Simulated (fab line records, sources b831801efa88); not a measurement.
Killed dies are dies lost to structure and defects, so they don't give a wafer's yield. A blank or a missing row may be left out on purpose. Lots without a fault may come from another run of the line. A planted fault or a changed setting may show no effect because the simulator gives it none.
A struck lot beside a sound one | flow sky130 | 20 steps out of a route of 708
Sound: wafers L929.1, L929.3, L929.6. Struck: wafers L934.1, L934.3, L934.4. The cause comes at the end.
At each step with rows: each side's tool, then ch and its chambers, then its first start. Under that, the readings that differ: sound wafers | struck wafers | difference of the means | sigmas: that difference in standard deviations of wafers without a fault.
alike: readings whose means differ by less than 2 such deviations, and words and numbers that are the same on both sides. not compared: withheld readings, readings that some wafer has no value for, bounds like >300 that may hide the same value, and numbers for which the record gives no deviation and whose values overlap.
The two part at a step that has a row with sigmas, a row that says differs or no value, or rows on one side only. Numbers that don't overlap but have no deviation are shown without sigmas and don't part them. A reading that every wafer of one side lacks parts them only if that side has two wafers or more.

SKY_LDD_HVP_OVL_MEAS_07:
  sound on overlay-02, day 22 17:16; struck on overlay-01, day 24 05:49
  alike: LDD_HVP_OVL
then, 1 step without rows for these wafers: SKY_LDD_HVP_IMPLANT_08.
SKY_LDD_HVP_STRIP_09: strips in O2/N2.
  sound on plasma_asher-01 ch 0,1, day 22 17:27; struck on plasma_asher-03 ch 0,1, day 24 06:00
  alike: drypump_motor_current_A, oes_product_au, strip_time_to_endpoint_s
  not compared: rf_hours_counter_h
SKY_LDD_HVP_TW_MEAS_10:
  sound on film_metro-03, day 22 17:33; struck on film_metro-01, day 24 06:06
  alike: LDD_HVP_TW
then, 7 steps without rows for these wafers: SKY_LDD_LDN_DEHYDRATE_00 (time 60 s); SKY_LDD_LDN_HMDS_01 (prime time 60 s); SKY_LDD_LDN_COAT_02 (resist thk 1140 nm); SKY_LDD_LDN_SOFTBAKE_03 (time 60 s); SKY_LDD_LDN_EXPOSE_04 (exposes mask LDNTM, target cd 700 nm); SKY_LDD_LDN_PEB_05; SKY_LDD_LDN_DEVELOP_06 (develop time 60 s).
SKY_LDD_LDN_OVL_MEAS_07:
  sound on overlay-01, day 23 23:59; struck on overlay-01, day 25 12:20
  alike: LDD_LDN_OVL
SKY_LDD_LDN_IMPLANT_08:
  sound on implanter-03 ch 0, day 24 00:02; struck on implanter-03 ch 0, day 25 12:23
  reading                   | sound             | struck            | difference | sigmas
  implant_ion_amu           | 75 75 75          | 49 49 49          | -26        |
  model.implant.drp_nm (nm) | 5.933 5.933 5.933 | 7.963 7.963 7.963 | +2.030     |
  model.implant.rp_nm (nm)  | 13.5 13.5 13.5    | 13.61 13.61 13.61 | +0.11      |
then, 3 steps without rows for these wafers: SKY_LDD_LDN_IMPLANT_09; SKY_LDD_LDN_IMPLANT_10; SKY_LDD_LDN_IMPLANT_11.
SKY_LDD_LDN_STRIP_12: strips in O2/N2.
  sound on plasma_asher-04 ch 0,1, day 24 00:38; struck on plasma_asher-02 ch 0,1, day 25 12:59
  reading                      | sound             | struck            | difference | sigmas
  strip_time_to_endpoint_s (s) | 14.19 14.21 14.22 | 14.10 14.12 14.10 | -0.10      | -3
  alike: drypump_motor_current_A, oes_product_au
  not compared: rf_hours_counter_h
SKY_LDD_LDN_TW_MEAS_13:
  sound on film_metro-03, day 24 00:44; struck on film_metro-02, day 25 13:05
  reading    | sound          | struck         | difference | sigmas
  LDD_LDN_TW | 1476 1466 1481 | 1417 1413 1413 | -60        | -3
then, 1 step without rows for these wafers: SKY_LDD_LDN_CLEAN_14 (cleans in SC1/SC2, time 150 s).
-- the record jumps here: 23 days lie between the struck wafers' starts before and after (it left off in module LDD_LDN and takes up again in module PAD_OPEN, whose first step shown is number 708 of the route) --
SKY_PAD_OPEN_PROBE_99:
  sound on prober-01, day 47 06:00; struck on prober-02, day 48 06:32
  reading                                 | sound                   | struck                        | difference | sigmas
  model.etest.tip_sonos.rs_ohm_sq         | 2697 2682 2699          | 1.048e+04 1.041e+04 1.072e+04 | +7.844e+03 |
  model.etest.sonos_uncharged.r_on_ohm_um | 821.7 800.8 825.8       | 952.2 965.4 962.5             | +143.9     |
  model.etest.tip_sonos.rs_ohm_sq_range   | 51.37 26.32 54.5        | 187.7 120.3 121.3             | +99.0      |
  model.etest.sonos_erased.drive_ua_um    | 217.1 166.1 163.2       | 105.2 140 124.8               | -58.8      |
  model.etest.sonos_erased.vt_v (V)       | -2.3 -2.229 -2.184      | -1.71 -1.847 -1.789           | +0.46      |
  model.etest.sonos_uncharged.vt_v (V)    | -0.4333 -0.4409 -0.3967 | -0.09977 -0.1172 -0.1386      | +0.30511   |
  model.etest.sonos_baked.vt_v (V)        | 0.945 0.885 0.8431      | 1.163 1.228 1.212             | +0.310     |
  alike: killed_at_M0_to_M3, killed_at_M4_up, killed_at_contacts, killed_at_front_end, killed_at_other, killed_dies, killed_open, killed_short
  not compared: model.etest.tip_sonos.rs_ohm_sq_rim_less_centre

WHERE THEY PART
First at SKY_LDD_LDN_STRIP_12; last, within this record, at SKY_LDD_LDN_TW_MEAS_13. Later steps at which nothing parts them and some readings are alike: SKY_PAD_OPEN_PROBE_99.

WHY: what the simulator had put in
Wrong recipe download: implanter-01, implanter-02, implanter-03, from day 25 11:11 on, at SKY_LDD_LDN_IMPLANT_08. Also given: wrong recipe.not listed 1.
